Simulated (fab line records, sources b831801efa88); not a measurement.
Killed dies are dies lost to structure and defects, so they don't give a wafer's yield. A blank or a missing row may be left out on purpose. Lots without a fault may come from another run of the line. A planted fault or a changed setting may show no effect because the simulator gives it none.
Tool commonality check | flow sky130 | 15 lots, 45 wafers sampled

WHY IT WAS OPENED
At SKY_METAL5_THK_MEAS_06 the reading METAL5_ALCU_THK is flagged on 3 of 15 lots. Wafers without a fault read 1158 nm, standard deviation 16.
Rule: a lot is flagged when every wafer of it that has a number lies more than 4 standard deviations from that mean, or none has a number. The other lots count as sound.

lot  | measured     | on            | METAL5_ALCU_THK (nm), wafer by wafer | flag
L471 | day 43 08:02 | film_metro-02 | 1137 1149 1153                       |
L472 | day 43 11:50 | film_metro-03 | 1140 1152 1141                       |
L473 | day 43 14:02 | film_metro-03 | 1142 1127 1126                       |
L477 | day 44 12:48 | film_metro-03 | 1163 1148 1153                       |
L476 | day 44 14:31 | film_metro-02 | 1146 1144 1146                       |
L478 | day 44 18:28 | film_metro-02 | 1169 1179 1166                       |
L479 | day 45 00:44 | film_metro-04 | 1158 1151 1154                       |
L480 | day 45 11:41 | film_metro-02 | 1146 1131 1145                       |
L481 | day 45 18:42 | film_metro-04 | 1169 1160 1164                       |
L483 | day 46 08:12 | film_metro-04 | 1161 1159 1147                       |
L484 | day 46 14:32 | film_metro-03 | 1152 1148 1160                       |
L489 | day 47 17:25 | film_metro-02 | 1374 1368 1378                       | FLAGGED
L490 | day 48 01:08 | film_metro-03 | 1354 1342 1336                       | FLAGGED
L491 | day 48 02:20 | film_metro-03 | 1330 1356 1344                       | FLAGGED
L494 | day 48 17:40 | film_metro-04 | 1173 1201 1190                       |
The numbers of the flagged lots are 1354 nm on average: +196 nm against the usual, or +12 standard deviations.

WHICH TOOL RAN EACH LOT
The record holds 4 process steps before the reading, out of a route of 708 steps. In each cell: the tool, then ch and the chambers that the sampled wafers went through, then the start.
lot  | flag    | SKY_VIA3_STRIP_16                    | SKY_VIA3_CMP_24               | SKY_METAL5_SPUTTER_01        | SKY_METAL5_SPUTTER_04
L471 |         | plasma_asher-03 ch 1, day 40 03:20   | cmp-02 ch 0,3, day 40 04:17   | pvd_sputter-04, day 43 07:46 | pvd_sputter-04, day 43 07:52
L472 |         | plasma_asher-01 ch 0,1, day 40 07:47 | cmp-01 ch 1,2,3, day 40 08:47 | pvd_sputter-02, day 43 11:34 | pvd_sputter-02, day 43 11:40
L473 |         | plasma_asher-03 ch 0,1, day 40 09:23 | cmp-01 ch 1,2,3, day 40 10:20 | pvd_sputter-04, day 43 13:46 | pvd_sputter-04, day 43 13:52
L477 |         | plasma_asher-03 ch 0,1, day 41 09:48 | cmp-01 ch 1,2, day 41 10:51   | pvd_sputter-02, day 44 12:32 | pvd_sputter-02, day 44 12:37
L476 |         | plasma_asher-03 ch 0,1, day 41 11:53 | cmp-02 ch 0,3, day 41 12:54   | pvd_sputter-04, day 44 14:15 | pvd_sputter-04, day 44 14:21
L478 |         | plasma_asher-02 ch 0,1, day 41 16:58 | cmp-01 ch 0,3, day 41 17:53   | pvd_sputter-04, day 44 18:11 | pvd_sputter-04, day 44 18:17
L479 |         | plasma_asher-03 ch 0,1, day 42 00:16 | cmp-02 ch 0,1, day 42 01:14   | pvd_sputter-04, day 45 00:28 | pvd_sputter-04, day 45 00:33
L480 |         | plasma_asher-03 ch 0,1, day 42 09:41 | cmp-02 ch 0,1,3, day 42 10:46 | pvd_sputter-04, day 45 11:25 | pvd_sputter-04, day 45 11:31
L481 |         | plasma_asher-03 ch 0,1, day 42 18:35 | cmp-01 ch 0,1,3, day 42 19:34 | pvd_sputter-02, day 45 18:26 | pvd_sputter-02, day 45 18:32
L483 |         | plasma_asher-01 ch 0,1, day 43 09:52 | cmp-02 ch 0,2, day 43 10:48   | pvd_sputter-04, day 46 07:55 | pvd_sputter-04, day 46 08:01
L484 |         | plasma_asher-01 ch 0,1, day 43 15:38 | cmp-02 ch 1,2,3, day 43 16:57 | pvd_sputter-04, day 46 14:16 | pvd_sputter-04, day 46 14:22
L489 | FLAGGED | plasma_asher-02 ch 0,1, day 44 21:56 | cmp-02 ch 1,2, day 44 22:55   | pvd_sputter-01, day 47 17:09 | pvd_sputter-01, day 47 17:14
L490 | FLAGGED | plasma_asher-03 ch 0,1, day 45 06:37 | cmp-01 ch 1,2,3, day 45 07:41 | pvd_sputter-04, day 48 00:50 | pvd_sputter-04, day 48 00:56
L491 | FLAGGED | plasma_asher-03 ch 0, day 45 08:11   | cmp-01 ch 0,1, day 45 09:08   | pvd_sputter-02, day 48 02:04 | pvd_sputter-02, day 48 02:10
L494 |         | plasma_asher-03 ch 0,1, day 46 01:47 | cmp-02 ch 0,1,2, day 46 02:47 | pvd_sputter-01, day 48 17:24 | pvd_sputter-01, day 48 17:30
What these steps do:
- SKY_VIA3_STRIP_16: strips in O2/N2.
- SKY_VIA3_CMP_24: polishes, stops on SiO2, t overpolish 20 s, target thk 0 nm.
- SKY_METAL5_SPUTTER_01: material TiN, target thk 20 nm, time 16.7 s.
- SKY_METAL5_SPUTTER_04: material TiN, target thk 70 nm, time 58.3 s.
- SKY_METAL5_THK_MEAS_06: measures by xrf.

FLAGGED OVER TOTAL, TOOL BY TOOL (the gauges that took the reading come last)
step                   | tool            | lots run | flagged | share of the flagged lots | sound lots run after its first flagged lot
SKY_VIA3_STRIP_16      | plasma_asher-01 | 3        | 0       | none                      | -
SKY_VIA3_STRIP_16      | plasma_asher-02 | 2        | 1       | some                      | 0
SKY_VIA3_STRIP_16      | plasma_asher-03 | 10       | 2       | some                      | 1 (L494)
SKY_VIA3_CMP_24        | cmp-01          | 7        | 2       | some                      | 0
SKY_VIA3_CMP_24        | cmp-02          | 8        | 1       | some                      | 1 (L494)
SKY_METAL5_SPUTTER_01  | pvd_sputter-01  | 2        | 1       | some                      | 1 (L494)
SKY_METAL5_SPUTTER_01  | pvd_sputter-02  | 4        | 1       | some                      | 0
SKY_METAL5_SPUTTER_01  | pvd_sputter-04  | 9        | 1       | some                      | 0
SKY_METAL5_SPUTTER_04  | pvd_sputter-01  | 2        | 1       | some                      | 1 (L494)
SKY_METAL5_SPUTTER_04  | pvd_sputter-02  | 4        | 1       | some                      | 0
SKY_METAL5_SPUTTER_04  | pvd_sputter-04  | 9        | 1       | some                      | 0
SKY_METAL5_THK_MEAS_06 | film_metro-02   | 5        | 1       | some                      | 0
SKY_METAL5_THK_MEAS_06 | film_metro-03   | 6        | 2       | some                      | 0
SKY_METAL5_THK_MEAS_06 | film_metro-04   | 4        | 0       | none                      | -

WHAT THE TABLE ALLOWS
No row of the table ran every flagged lot.

WHAT THE SIMULATOR HAD PUT IN
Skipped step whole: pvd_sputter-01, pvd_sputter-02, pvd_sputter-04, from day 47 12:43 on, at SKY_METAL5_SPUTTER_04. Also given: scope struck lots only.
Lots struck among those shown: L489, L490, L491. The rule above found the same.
